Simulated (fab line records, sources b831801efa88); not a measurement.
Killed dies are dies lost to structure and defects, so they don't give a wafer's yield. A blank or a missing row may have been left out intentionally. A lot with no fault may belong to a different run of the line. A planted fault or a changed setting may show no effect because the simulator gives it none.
A struck lot beside a sound one + flow sky130 + 45 steps out of a route of 708
Sound: these wafers, L835.1, L835.4, L835.5. Wafers struck: L852.1, L852.4, L852.5. Last of all comes the cause.
Order at every step that has rows: each side's tool, ch and its chambers, its first start. Under that, the readings that differ: sound wafers + struck wafers + difference of the means + sigmas: that difference in standard deviations of wafers without a fault.
alike: readings with means less than 2 such deviations apart, plus words and numbers identical on both sides. not compared: withheld readings, readings lacking a value on some wafer, bounds such as >300 that could conceal the same value, and numbers that have no deviation in the record and whose values overlap.
Wherever a step has rows on one side only, a row that says differs or no value, or a row with sigmas, the two part there. Numbers that don't overlap but have no deviation are shown without sigmas and don't part them. A reading missing from all wafers of one side parts the sides only when that side holds two or more wafers.

first, 5 steps without rows for these wafers: SKY_LDD_P_COAT_02 (resist thk 1140 nm); SKY_LDD_P_SOFTBAKE_03 (time 60 s); SKY_LDD_P_EXPOSE_04 (exposes mask PSDM, target cd 380 nm); SKY_LDD_P_PEB_05; SKY_LDD_P_DEVELOP_06 (develop time 60 s).
SKY_LDD_P_CD_MEAS_07 targets a cd of 380 nm.
  sound on cd-sem-01 at day 19 04:35; struck on cd-sem-02 at day 25 09:36
  alike: cd-nm
SKY_LDD_P_OVL_MEAS_08:
  sound on overlay-01 at day 19 04:42; struck on overlay-01 at day 25 09:43
  alike: LDD_P_OVL
then, 1 step without rows for these wafers: SKY_LDD_P_IMPLANT_09.
SKY_LDD_P_STRIP_10: strips in O2/N2.
  sound on plasma-asher-02 ch 1, day 19 04:53; struck on plasma-asher-01 ch 0,1, day 25 09:55
| reading                      | sound             | struck            | difference | sigmas |
|------------------------------|-------------------|-------------------|------------|--------|
| drypump-motor-current-A (A)  | 5.1 5.1 5.1       | 5.8 6.8 6.8       | +1.4       | +2     |
| strip-time-to-endpoint-s (s) | 14.20 14.19 14.17 | 14.10 14.10 14.13 | -0.08      | -2     |
  alike: oes-product-au
  not compared: rf-hours-counter-h
SKY_LDD_P_TW_MEAS_11:
  sound on film-metro-04 at day 19 04:59; struck on film-metro-01 at day 25 10:01
  alike: LDD_P_TW
then, 2 steps without rows for these wafers: SKY_LDD_HVN_DEHYDRATE_00 (time 60 s); SKY_LDD_HVN_HMDS_01 (prime time 60 s).
SKY_LDD_HVN_COAT_02: resist thk 300 nm.
  struck on litho-track-03, day 26 01:02; sound on litho-track-02 ch 0, day 19 19:46
  no value came back on the struck wafers for chill-plate-temp-C (C), dispense-pressure-kPa (kPa); on the sound wafers chill-plate-temp-C (C) reads 22.83 22.87 22.85
then, 4 steps without rows for these wafers: SKY_LDD_HVN_SOFTBAKE_03 (time 60 s); SKY_LDD_HVN_EXPOSE_04 (exposes mask HVNTM, target cd 700 nm); SKY_LDD_HVN_PEB_05; SKY_LDD_HVN_DEVELOP_06 (develop time 60 s).
SKY_LDD_HVN_OVL_MEAS_07:
  sound on overlay-01 at day 20 10:49; struck on overlay-02 at day 26 15:40
| reading          | sound         | struck | difference                    | sigmas |
|------------------|---------------|--------|-------------------------------|--------|
| LDD_HVN_OVL (nm) | 0.4 -0.2 -0.2 | - - -  | no value on the struck wafers |        |
then, 1 step without rows for these wafers: SKY_LDD_HVN_IMPLANT_08.
SKY_LDD_HVN_STRIP_09: strips in O2/N2.
  sound on plasma-asher-01 ch 0,1, day 20 10:59; struck on plasma-asher-03 ch 0,1, day 26 15:50
  no value came back on the struck wafers for oes-product-au (a.u.), strip-time-to-endpoint-s (s); on the sound wafers oes-product-au (a.u.) reads 0.407 0.401 0.412
  alike: drypump-motor-current-A
  not compared: rf-hours-counter-h
SKY_LDD_HVN_TW_MEAS_10:
  sound on film-metro-02 at day 20 11:05; struck on film-metro-04 at day 26 15:56
  alike: LDD_HVN_TW
then, 7 steps without rows for these wafers: SKY_LDD_HVP_DEHYDRATE_00 (time 60 s); SKY_LDD_HVP_HMDS_01 (prime time 60 s); SKY_LDD_HVP_COAT_02 (resist thk 300 nm); SKY_LDD_HVP_SOFTBAKE_03 (time 60 s); SKY_LDD_HVP_EXPOSE_04 (exposes mask HVPTM, target cd 700 nm); SKY_LDD_HVP_PEB_05; SKY_LDD_HVP_DEVELOP_06 (develop time 60 s).
SKY_LDD_HVP_OVL_MEAS_07:
  sound on overlay-01 at day 21 17:31; struck on overlay-02 at day 27 20:13
  alike: LDD_HVP_OVL
then, 1 step without rows for these wafers: SKY_LDD_HVP_IMPLANT_08.
SKY_LDD_HVP_STRIP_09: strips in O2/N2.
  sound on plasma-asher-04 ch 1, day 21 17:41; struck on plasma-asher-03 ch 0,1, day 27 20:23
  alike: drypump-motor-current-A, oes-product-au, strip-time-to-endpoint-s
  not compared: rf-hours-counter-h
SKY_LDD_HVP_TW_MEAS_10:
  sound on film-metro-02 at day 21 17:49; struck on film-metro-01 at day 27 20:29
| reading    | sound             | struck               | difference | sigmas      |
|------------|-------------------|----------------------|------------|-------------|
| LDD_HVP_TW | 457.5 454.5 456.6 | 1443.6 1437.5 1444.4 | +985.6     | +99 or more |
then, 7 steps without rows for these wafers: SKY_LDD_LDN_DEHYDRATE_00 (time 60 s); SKY_LDD_LDN_HMDS_01 (prime time 60 s); SKY_LDD_LDN_COAT_02 (resist thk 1140 nm); SKY_LDD_LDN_SOFTBAKE_03 (time 60 s); SKY_LDD_LDN_EXPOSE_04 (exposes mask LDNTM, target cd 700 nm); SKY_LDD_LDN_PEB_05; SKY_LDD_LDN_DEVELOP_06 (develop time 60 s).
SKY_LDD_LDN_OVL_MEAS_07:
  sound on overlay-02 at day 22 23:54; struck on overlay-02 at day 29 00:27
  alike: LDD_LDN_OVL
then, 2 steps without rows for these wafers: SKY_LDD_LDN_IMPLANT_08; SKY_LDD_LDN_IMPLANT_09.
SKY_LDD_LDN_TW_MEAS_13:
  sound on film-metro-01 at day 23 00:38; struck on film-metro-03 at day 29 01:11
| reading    | sound          | struck         | difference | sigmas |
|------------|----------------|----------------|------------|--------|
| LDD_LDN_TW | 1464 1456 1459 | 1821 1823 1823 | +363       | +39    |
-- record jumps: 2 days separate the struck wafers' starts on either side; left off in module LDD_LDN, taken up again in module SD_P, whose first shown step is the route's number 331 --
SKY_SD_P_TW_MEAS_11:
  sound on film-metro-02 at day 25 17:31; struck on film-metro-02 at day 31 11:10
| reading | sound          | struck         | difference | sigmas |
|---------|----------------|----------------|------------|--------|
| SD_P_TW | 2839 2816 2829 | 2908 2907 2910 | +80        | +4     |
SKY_RES_XHIGH_TW_MEAS_09:
  sound on film-metro-02 at day 26 22:52; struck on film-metro-04 at day 32 14:11
| reading      | sound          | struck         | difference | sigmas |
|--------------|----------------|----------------|------------|--------|
| RES_XHIGH_TW | 1645 1647 1648 | 1929 1912 1915 | +272       | +28    |

## WHERE THEY PART
Last at SKY_RES_XHIGH_TW_MEAS_09 as far as this record goes, first at SKY_LDD_P_STRIP_10.

WHY: whatever the simulator had introduced
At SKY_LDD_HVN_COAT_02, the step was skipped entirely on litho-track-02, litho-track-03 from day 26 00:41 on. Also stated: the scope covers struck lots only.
